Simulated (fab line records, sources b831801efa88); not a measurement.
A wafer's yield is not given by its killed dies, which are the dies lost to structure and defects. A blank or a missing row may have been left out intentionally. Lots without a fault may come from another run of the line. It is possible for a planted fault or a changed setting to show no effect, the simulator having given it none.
fab line records ; flow sky130
record lots=12; wafers=36; last_day=50
route steps=708 shown RES_PROTECT@215 LDD_P@264 LDD_HVN@276 LDD_HVP@287
lots with no fault: from the same line, run without faults
start_h: hours from the record's opening day to when the first of the lot's shown wafers began ; wait_h: hours from the lot's prior step to this one ; " identical to the entry in the row above ; L1.1+2: a single row standing in for several wafers ; - no value, or no start was given ; * or withheld: withheld ; < > ~ a bound
route shown NAME@n: names a module that has steps shown in the file, with the first one's number in the route ; usual: mean and standard deviation over wafers with no fault ; same: alike in all rows ; chamber/n: place in a boat ; sites: each site's reading ; _std_site: standard deviation of those values ; _edge_site: mean of outer sites minus mean of inner sites ; radius_mm: for every site, how far away it sits from the centre of the wafer ; mask NAME#n: copy n ; behind: the tool/chamber that last shaped the wafer ; hold: why the lot was held/for how many hours/how that ended ; device: the transistor (n, p or np) that didn't switch ; end of line: the route-end tests of the same wafers ; a step without rows: its recipe alone ; killed: the dies lost at the first sort to structure and to defects; this is not the yield of the wafer ; map: per-die view of a wafer (x killed, . not killed, _ where there is no die)
set.NAME: the setting the step ran with; set.NAME@STEP: the setting that earlier step ran with ; model.NAME: the simulator's own value behind a step, which no gauge read
the route's steps for a sample of lots (tables are steps, rows are wafers)
services: when a tool's chamber went out of use (start_h, in hours from the record's first day, below 0 if earlier), for how many hours, and the reason
## steps
# step SKY_RES_PROTECT_TW_MEAS_08
# usual POLY_GATE_TW=4026/29
lot.wafer;tool;chamber;start_h;wait_h;POLY_GATE_TW
L455.1;film_metro-02;-;349.45;0.1;4015
L455.3;film_metro-02;-;349.45;0.1;4004
L455.4;film_metro-02;-;349.45;0.1;3997
L457.3;film_metro-02;-;362.15;0.1;4015
L457.4;film_metro-02;-;362.15;0.1;4002
L457.6;film_metro-02;-;362.15;0.1;3998
L458.4;film_metro-02;-;364.68;0.1;4006
L458.5;film_metro-02;-;364.68;0.1;4004
L458.6;film_metro-02;-;364.68;0.1;4000
L459.4;film_metro-01;-;374.76;0.1;4092
L459.5;film_metro-01;-;374.76;0.1;4095
L459.6;film_metro-01;-;374.76;0.1;4074
L463.1;film_metro-01;-;417.73;0.1;4005
L463.2;film_metro-01;-;417.73;0.1;4002
L463.3;film_metro-01;-;417.73;0.1;4022
L464.1;film_metro-04;-;424.90;0.1;3998
L464.4;film_metro-04;-;424.90;0.1;3995
L464.6;film_metro-04;-;424.90;0.1;3991
L465.1;film_metro-02;-;430.03;0.1;4002
L465.3;film_metro-02;-;430.03;0.1;4019
L465.5;film_metro-02;-;430.03;0.1;3982
L467.2;film_metro-02;-;443.11;0.1;3985
L467.4;film_metro-02;-;443.11;0.1;3975
L467.6;film_metro-02;-;443.11;0.1;3991
L468.1;film_metro-02;-;457.83;0.1;4020
L468.2;film_metro-02;-;457.83;0.1;4018
L468.4;film_metro-02;-;457.83;0.1;4023
L469.1;film_metro-04;-;469.03;0.1;4054
L469.2;film_metro-04;-;469.03;0.1;4093
L469.6;film_metro-04;-;469.03;0.1;4055
L470.1;film_metro-02;-;470.18;0.1;3984
L470.4;film_metro-02;-;470.18;0.1;4026
L470.6;film_metro-02;-;470.18;0.1;3993
L478.2;film_metro-04;-;537.71;0.1;4038
L478.3;film_metro-04;-;537.71;0.1;4024
L478.5;film_metro-04;-;537.71;0.1;4032
# step SKY_LDD_P_IMPLANT_09
# recipe species=BF2; energy_kev=25; dose_cm2=1e+13; tilt_deg=withheld
# usual beam_on_s=10.03/0.19; end_station_pressure_torr=5.03e-06/2.7e-07; faraday_current_uA=56.2/1.1
lot.wafer;tool;chamber;start_h;wait_h;beam_on_s;end_station_pressure_torr;faraday_current_uA
L455.1;implanter-01;0;442.44;0.0;9.87;4.88e-06;57.3
L455.3;implanter-01;0;442.44;0.0;10.23;5.27e-06;54.9
L455.4;implanter-01;0;442.44;0.0;9.98;5.01e-06;56.5
L457.3;implanter-01;0;457.46;0.2;9.94;4.96e-06;56.7
L457.4;implanter-01;0;457.46;0.2;9.73;4.58e-06;57.8
L457.6;implanter-01;0;457.46;0.2;10.13;5.18e-06;55.6
L458.4;implanter-02;0;459.13;0.1;10.00;5.03e-06;56.6
L458.5;implanter-02;0;459.13;0.1;9.92;5.34e-06;56.5
L458.6;implanter-02;0;459.13;0.1;9.97;5.13e-06;56.5
L459.4;implanter-02;0;471.12;0.1;9.99;4.95e-06;56.5
L459.5;implanter-02;0;471.12;0.1;10.01;5.37e-06;56.5
L459.6;implanter-02;0;471.12;0.1;10.25;5.08e-06;54.9
L463.1;implanter-02;0;516.68;0.0;9.98;5.06e-06;56.2
L463.2;implanter-02;0;516.68;0.0;10.17;5.28e-06;55.6
L463.3;implanter-02;0;516.68;0.0;10.09;4.26e-06;55.8
L464.1;implanter-01;0;521.15;0.0;9.75;4.86e-06;57.7
L464.4;implanter-01;0;521.15;0.0;9.94;5.11e-06;56.7
L464.6;implanter-01;0;521.15;0.0;9.80;4.79e-06;57.9
L465.1;implanter-04;0;527.51;0.0;10.08;4.53e-06;56.2
L465.3;implanter-04;0;527.51;0.0;10.00;5.13e-06;56.6
L465.5;implanter-04;0;527.51;0.0;10.16;4.85e-06;55.1
L467.2;implanter-04;0;541.78;0.0;10.04;4.91e-06;56.1
L467.4;implanter-04;0;541.78;0.0;10.02;4.87e-06;56.0
L467.6;implanter-04;0;541.78;0.0;9.70;5.35e-06;58.1
L468.1;implanter-04;0;553.15;0.0;7.91;5.2e-06;70.8
L468.2;implanter-04;0;553.15;0.0;7.46;5.15e-06;75.3
L468.4;implanter-04;0;553.15;0.0;7.72;4.65e-06;72.8
L469.1;implanter-01;0;566.95;0.0;10.33;5e-06;54.9
L469.2;implanter-01;0;566.95;0.0;9.87;5.28e-06;57.1
L469.6;implanter-01;0;566.95;0.0;10.10;5.21e-06;55.8
L470.1;implanter-04;0;570.31;0.0;7.71;6.2e-06;73.0
L470.4;implanter-04;0;570.31;0.0;7.83;4.86e-06;72.1
L470.6;implanter-04;0;570.31;0.0;7.54;5.31e-06;74.5
L478.2;implanter-02;0;631.07;0.0;10.36;4.81e-06;54.6
L478.3;implanter-02;0;631.07;0.0;10.41;4.79e-06;54.0
L478.5;implanter-02;0;631.07;0.0;9.90;5.25e-06;57.1
# step SKY_LDD_P_TW_MEAS_11
# usual LDD_P_TW=635/4
lot.wafer;tool;chamber;start_h;wait_h;LDD_P_TW
L455.1;film_metro-01;-;442.69;0.1;646
L455.3;film_metro-01;-;442.69;0.1;642
L455.4;film_metro-01;-;442.69;0.1;643
L457.3;film_metro-01;-;457.68;0.1;637
L457.4;film_metro-01;-;457.68;0.1;637
L457.6;film_metro-01;-;457.68;0.1;642
L458.4;film_metro-01;-;459.34;0.1;639
L458.5;film_metro-01;-;459.34;0.1;635
L458.6;film_metro-01;-;459.34;0.1;638
L459.4;film_metro-03;-;471.33;0.1;635
L459.5;film_metro-03;-;471.33;0.1;642
L459.6;film_metro-03;-;471.33;0.1;638
L463.1;film_metro-02;-;516.93;0.1;632
L463.2;film_metro-02;-;516.93;0.1;631
L463.3;film_metro-02;-;516.93;0.1;633
L464.1;film_metro-01;-;521.40;0.1;640
L464.4;film_metro-01;-;521.40;0.1;640
L464.6;film_metro-01;-;521.40;0.1;637
L465.1;film_metro-02;-;527.76;0.1;635
L465.3;film_metro-02;-;527.76;0.1;634
L465.5;film_metro-02;-;527.76;0.1;631
L467.2;film_metro-01;-;542.02;0.1;632
L467.4;film_metro-01;-;542.02;0.1;634
L467.6;film_metro-01;-;542.02;0.1;636
L468.1;film_metro-02;-;553.40;0.1;576
L468.2;film_metro-02;-;553.40;0.1;576
L468.4;film_metro-02;-;553.40;0.1;579
L469.1;film_metro-01;-;567.20;0.1;635
L469.2;film_metro-01;-;567.20;0.1;636
L469.6;film_metro-01;-;567.20;0.1;631
L470.1;film_metro-02;-;570.56;0.1;582
L470.4;film_metro-02;-;570.56;0.1;582
L470.6;film_metro-02;-;570.56;0.1;580
L478.2;film_metro-02;-;631.31;0.1;627
L478.3;film_metro-02;-;631.31;0.1;630
L478.5;film_metro-02;-;631.31;0.1;628
# step SKY_LDD_HVN_STRIP_09
# recipe chemistry=O2/N2; power_w=1400; pressure_mtorr=1500; platen_temp_c=withheld; o2_flow_sccm=3000; n2_flow_sccm=300; overash_fraction=0.5
# usual drypump_motor_current_A=5.54/0.26; oes_product_au=0.409/0.0044; strip_time_to_endpoint_s=4.134/0.015
lot.wafer;tool;chamber;start_h;wait_h;drypump_motor_current_A;oes_product_au;rf_hours_counter_h;strip_time_to_endpoint_s
L455.1;plasma_asher-02;0;473.84;0.1;6.03;0.408;68;4.115
L455.3;plasma_asher-02;0;473.84;0.1;5.98;0.399;-;4.116
L455.4;plasma_asher-02;1;473.84;0.1;5.71;0.400;-;4.126
L457.3;plasma_asher-03;1;488.02;0.1;5.55;0.411;-;4.116
L457.4;plasma_asher-03;0;488.02;0.1;5.48;0.407;-;4.118
L457.6;plasma_asher-03;1;488.02;0.1;5.57;0.411;-;4.128
L458.4;plasma_asher-04;0;489.82;0.1;5.58;0.408;-;4.163
L458.5;plasma_asher-04;1;489.82;0.1;5.14;0.408;-;4.138
L458.6;plasma_asher-04;0;489.82;0.1;5.58;0.413;-;4.159
L459.4;plasma_asher-04;0;501.92;0.1;5.58;0.408;-;4.149
L459.5;plasma_asher-04;1;501.92;0.1;5.11;0.413;-;4.111
L459.6;plasma_asher-04;0;501.92;0.1;5.56;0.408;-;4.145
L463.1;plasma_asher-03;1;547.77;0.1;5.58;0.406;37;4.139
L463.2;plasma_asher-03;0;547.77;0.1;5.49;0.404;37;4.161
L463.3;plasma_asher-03;0;547.77;0.1;5.49;0.409;-;4.133
L464.1;plasma_asher-02;0;551.59;0.1;6.02;0.411;76;4.116
L464.4;plasma_asher-02;0;551.59;0.1;6.03;0.415;-;4.137
L464.6;plasma_asher-02;1;551.59;0.1;5.73;0.404;-;4.136
L465.1;plasma_asher-03;1;558.94;0.1;5.57;0.413;38;4.144
L465.3;plasma_asher-03;0;558.94;0.1;5.46;0.401;-;4.125
L465.5;plasma_asher-03;0;558.94;0.1;5.48;0.411;-;4.111
L467.2;plasma_asher-03;0;572.01;0.1;5.47;0.409;39;4.159
L467.4;plasma_asher-03;0;572.01;0.1;5.48;0.410;-;4.156
L467.6;plasma_asher-03;1;572.01;0.1;5.58;0.407;-;4.145
L468.1;plasma_asher-03;0;583.32;0.1;5.44;0.406;41;4.135
L468.2;plasma_asher-03;1;583.32;0.1;5.57;0.411;41;4.140
L468.4;plasma_asher-03;0;583.32;0.1;5.47;0.406;-;4.150
L469.1;plasma_asher-03;1;596.32;0.1;5.57;0.414;42;4.156
L469.2;plasma_asher-03;0;596.32;0.1;5.50;0.408;42;4.118
L469.6;plasma_asher-03;1;596.32;0.1;5.59;0.406;-;4.160
L470.1;plasma_asher-04;0;599.37;0.1;5.58;0.410;90;4.140
L470.4;plasma_asher-04;0;599.37;0.1;5.58;0.408;-;4.137
L470.6;plasma_asher-04;1;599.37;0.1;5.13;0.407;-;4.133
L478.2;plasma_asher-04;1;660.22;0.1;5.11;0.407;96;4.126
L478.3;plasma_asher-04;0;660.22;0.1;5.58;0.416;-;4.116
L478.5;plasma_asher-04;1;660.22;0.1;5.12;0.411;-;4.122
# step SKY_LDD_HVP_STRIP_09
# recipe chemistry=O2/N2; power_w=1400; pressure_mtorr=1500; platen_temp_c=withheld; o2_flow_sccm=3000; n2_flow_sccm=300; overash_fraction=0.5
# usual drypump_motor_current_A=5.7/0.35; oes_product_au=0.408/0.0041; strip_time_to_endpoint_s=4.133/0.014
lot.wafer;tool;chamber;start_h;wait_h;drypump_motor_current_A;oes_product_au;rf_hours_counter_h;strip_time_to_endpoint_s
L455.1;plasma_asher-03;1;504.57;0.1;5.6;0.407;33;4.154
L455.3;plasma_asher-03;0;504.57;0.1;5.5;0.409;-;4.109
L455.4;plasma_asher-03;1;504.57;0.1;5.6;0.405;-;4.150
L457.3;plasma_asher-03;0;519.15;0.1;5.5;0.404;-;4.134
L457.4;plasma_asher-03;1;519.15;0.1;5.6;0.407;-;4.137
L457.6;plasma_asher-03;0;519.15;0.1;5.5;0.414;-;4.134
L458.4;plasma_asher-01;0;520.05;0.1;6.2;0.404;-;4.152
L458.5;plasma_asher-01;0;520.05;0.1;6.2;0.407;-;4.136
L458.6;plasma_asher-01;1;520.05;0.1;5.9;0.406;-;4.130
L459.4;plasma_asher-04;1;532.85;0.1;5.1;0.415;-;4.151
L459.5;plasma_asher-04;1;532.85;0.1;5.1;0.401;-;4.153
L459.6;plasma_asher-04;0;532.85;0.1;5.6;0.405;-;4.158
L463.1;plasma_asher-04;1;577.57;0.1;5.1;0.408;88;4.130
L463.2;plasma_asher-04;0;577.57;0.1;5.6;0.405;88;4.124
L463.3;plasma_asher-04;1;577.57;0.1;5.1;0.408;-;4.133
L464.1;plasma_asher-04;1;581.08;0.1;5.1;0.415;88;4.123
L464.4;plasma_asher-04;1;581.08;0.1;5.1;0.405;-;4.144
L464.6;plasma_asher-04;1;581.08;0.1;5.1;0.407;-;4.136
L465.1;plasma_asher-03;1;588.98;0.1;5.6;0.408;41;4.121
L465.3;plasma_asher-03;0;588.98;0.1;5.5;0.414;-;4.121
L465.5;plasma_asher-03;1;588.98;0.1;5.6;0.406;-;4.119
L467.2;plasma_asher-01;1;600.93;0.1;5.9;0.411;16;4.133
L467.4;plasma_asher-01;0;600.93;0.1;6.2;0.399;-;4.130
L467.6;plasma_asher-01;0;600.93;0.1;6.2;0.411;-;4.127
L468.1;plasma_asher-01;1;612.42;0.1;5.8;0.407;17;4.118
L468.2;plasma_asher-01;0;612.42;0.1;6.2;0.403;17;4.137
L468.4;plasma_asher-01;0;612.42;0.1;6.2;0.404;-;4.134
L469.1;plasma_asher-04;1;625.17;0.1;5.1;0.407;92;4.152
L469.2;plasma_asher-04;0;625.17;0.1;5.6;0.407;92;4.125
L469.6;plasma_asher-04;0;625.17;0.1;5.6;0.408;-;4.139
L470.1;plasma_asher-04;0;628.77;0.1;5.6;0.413;93;4.116
L470.4;plasma_asher-04;1;628.77;0.1;5.1;0.406;-;4.128
L470.6;plasma_asher-04;0;628.77;0.1;5.6;0.410;-;4.118
L478.2;plasma_asher-03;0;687.91;0.1;5.5;0.407;50;4.127
L478.3;plasma_asher-03;0;687.91;0.1;5.5;0.405;-;4.150
L478.5;plasma_asher-03;1;687.91;0.1;5.6;0.410;-;4.132
## services
tool;chamber;start_h;hours;kind
plasma_asher-01;-;421.25;9.0;pm
plasma_asher-01;0;421.25;9.0;vent_cycle
plasma_asher-01;1;421.25;9.0;vent_cycle
plasma_asher-01;0;430.25;-;clean
plasma_asher-01;1;430.25;-;clean
plasma_asher-03;-;450.99;2.9;repair
implanter-04;-;456.13;1.7;repair
implanter-01;-;459.53;5.6;repair
plasma_asher-01;-;462.37;11.4;repair
plasma_asher-03;-;468.00;18.4;pm
implanter-04;-;479.64;4.8;pm
implanter-01;-;537.30;3.3;repair
plasma_asher-02;-;542.48;1.1;repair
plasma_asher-02;-;565.86;4.8;repair
implanter-02;-;577.87;10.7;pm
plasma_asher-02;-;624.68;0.5;repair
plasma_asher-03;-;624.84;1.1;repair
implanter-01;-;642.56;4.0;pm
implanter-04;-;643.13;5.3;pm
plasma_asher-03;-;645.32;2.8;pm
implanter-01;-;649.61;5.9;repair
implanter-01;-;665.47;1.9;repair
## key
first_sign step=SKY_LDD_P_IMPLANT_09; reading=faraday_current_uA; direction=up; sigmas=15; usual=56.2; struck=73.1
effect step=SKY_LDD_P_IMPLANT_09; reading=beam_on_s; direction=down; sigmas=12; usual=10.03; struck=7.70
effect step=SKY_LDD_P_TW_MEAS_11; reading=LDD_P_TW; direction=down; sigmas=14; usual=635; struck=579
met_at SKY_LDD_P_IMPLANT_09
struck_lots L468,L470
tester_left_out L468,L470
not_acting_at SKY_RES_PROTECT_TW_MEAS_08,SKY_LDD_HVN_STRIP_09,SKY_LDD_HVP_STRIP_09
onset_between 541.78 553.15
fault kind=process_parameter_drift; tool=implanter-04; chamber=-; onset_h=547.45; steps=SKY_LDD_P_IMPLANT_09; channel=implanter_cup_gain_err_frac; offset=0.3; shape=step; end_h=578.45
# tester_left_out: of these lots the tester's yield and bins aren't shown, on N5 and GAA mostly nor the transistor test; their killed dies are dies lost to structure and defects alone, not to doping, threshold or leakage, so they don't give the yield
